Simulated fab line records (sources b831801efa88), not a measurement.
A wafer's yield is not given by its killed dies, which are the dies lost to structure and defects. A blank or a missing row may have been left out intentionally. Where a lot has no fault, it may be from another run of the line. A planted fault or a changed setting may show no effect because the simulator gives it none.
What tool caused it? ; flow sky130 ; 42 wafers from 14 lots sampled at 2 of the route's 708 steps

WHAT THE GAUGES READ, wafer by wafer
SKY_LI_CONTACT_OVL_MEAS_13. Usual: LI_CONTACT_OVL typically reads -5 nm, with standard deviation 4.7.
lot;measured;on;LI_CONTACT_OVL (nm);flag
L722;day 28 22:31;overlay-02;-9 -4 -6;
L724;day 30 00:38;overlay-02;-11 -8 -12;
L725;day 30 02:46;overlay-02;-10 0 0;
L726;day 30 11:34;overlay-01;-6 -7 -11;
L727;day 31 00:35;overlay-02;-3 -6 -16;
L728;day 31 11:37;overlay-02;7 -4 -6;
L729;day 31 18:17;overlay-01;-6 -1 -4;
L732;day 32 16:23;overlay-01;0 -4 -9;
L733;day 33 01:10;overlay-02;-2 -6 -10;
L734;day 33 09:29;overlay-02;-4 -5 0;
L735;day 33 11:28;overlay-01;-13 -19 -10;
L736;day 34 01:04;overlay-01;-4 -4 -10;
L742;day 35 15:16;overlay-01;-11 -8 -7;
L745;day 36 17:08;overlay-02;-11 -4 -5;

WHAT TOOL EACH LOT RAN ON (gives the tool, then ch and the chambers of the sampled wafers, and finally the start)
lot;SKY_LI_CONTACT_SOFTBAKE_08
L722;litho track-03 ch 0, day 28 07:00
L724;litho track-03 ch 0, day 29 10:00
L725;litho track-03 ch 0, day 29 12:00
L726;litho track-03 ch 0, day 29 20:00
L727;litho track-03 ch 0, day 30 10:00
L728;litho track-03 ch 0, day 30 21:00
L729;litho track-03 ch 0, day 31 04:00
L732;litho track-02 ch 0, day 32 02:00
L733;litho track-03 ch 0, day 32 12:00
L734;litho track-03 ch 0, day 32 21:00
L735;litho track-02 ch 0, day 32 22:00
L736;litho track-02 ch 0, day 33 11:00
L742;litho track-02 ch 0, day 35 01:00
L745;litho track-02 ch 0, day 36 04:00
- SKY_LI_CONTACT_SOFTBAKE_08: time 90 s.

AS READ BY THE TOOLS THEMSELVES (means over the sampled wafers that have a number; for cases with no such wafer, the mark the record gives instead)
SKY_LI_CONTACT_SOFTBAKE_08. Usual: heater power total W 57.36 W, standard deviation 0.11; run length s 119.28 s, standard deviation 0.2.
lot;tool;heater power total W (W);run length s (s);flag
L722;litho track-03;57.29;119.35;
L724;litho track-03;57.36;119.29;
L725;litho track-03;57.21;119.47;
L726;litho track-03;57.48;119.29;
L727;litho track-03;57.29;119.28;
L728;litho track-03;57.48;119.32;
L729;litho track-03;57.35;119.34;
L732;litho track-02;57.48;119.47;
L733;litho track-03;57.36;119.31;
L734;litho track-03;57.49;119.26;
L735;litho track-02;57.36;119.41;
L736;litho track-02;57.33;119.48;
L742;litho track-02;57.91;116.50;OFF
L745;litho track-02;57.92;116.36;OFF

THE ANSWER, worked out from the rows above alone
Rule: a lot is off if the mean of its wafers that have a number lies more than 3 standard deviations from the usual mean. Also off: a lot with no number at a reading for which 4 or more lots have one. The other lots that the step has rows for count as sound. First the gauges in route order, then the tools' own readings, where a lot's mean is used as printed above. The first step at which some lot is off is used, and at that step the reading that is off furthest; a lot without a number counts as furthest.
Off: L742, L745, at SKY_LI_CONTACT_SOFTBAKE_08 (run length s).
A tool fits if, at that step or a process step before it, it ran every lot that is off, and no sound lot after the first of them. One fits: litho track-02 at SKY_LI_CONTACT_SOFTBAKE_08. Its last sound lot is L736 (day 33 11:00), its first lot that is off L742 (day 35 01:00): a fault that began between those two fits.
The tool's own readings at SKY_LI_CONTACT_SOFTBAKE_08 bear it out: on the lots that are off they differ by more than 5 times the standard deviation of the sound lots' means. heater power total W reads 57.91 W there against 57.37 W on the sound lots; run length s reads 116.43 s there against 119.36 s on the sound lots.

WHAT THE SIMULATOR HAD INSERTED
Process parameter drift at SKY_LI_CONTACT_SOFTBAKE_08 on litho track-02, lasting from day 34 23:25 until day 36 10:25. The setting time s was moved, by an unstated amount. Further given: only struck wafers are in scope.
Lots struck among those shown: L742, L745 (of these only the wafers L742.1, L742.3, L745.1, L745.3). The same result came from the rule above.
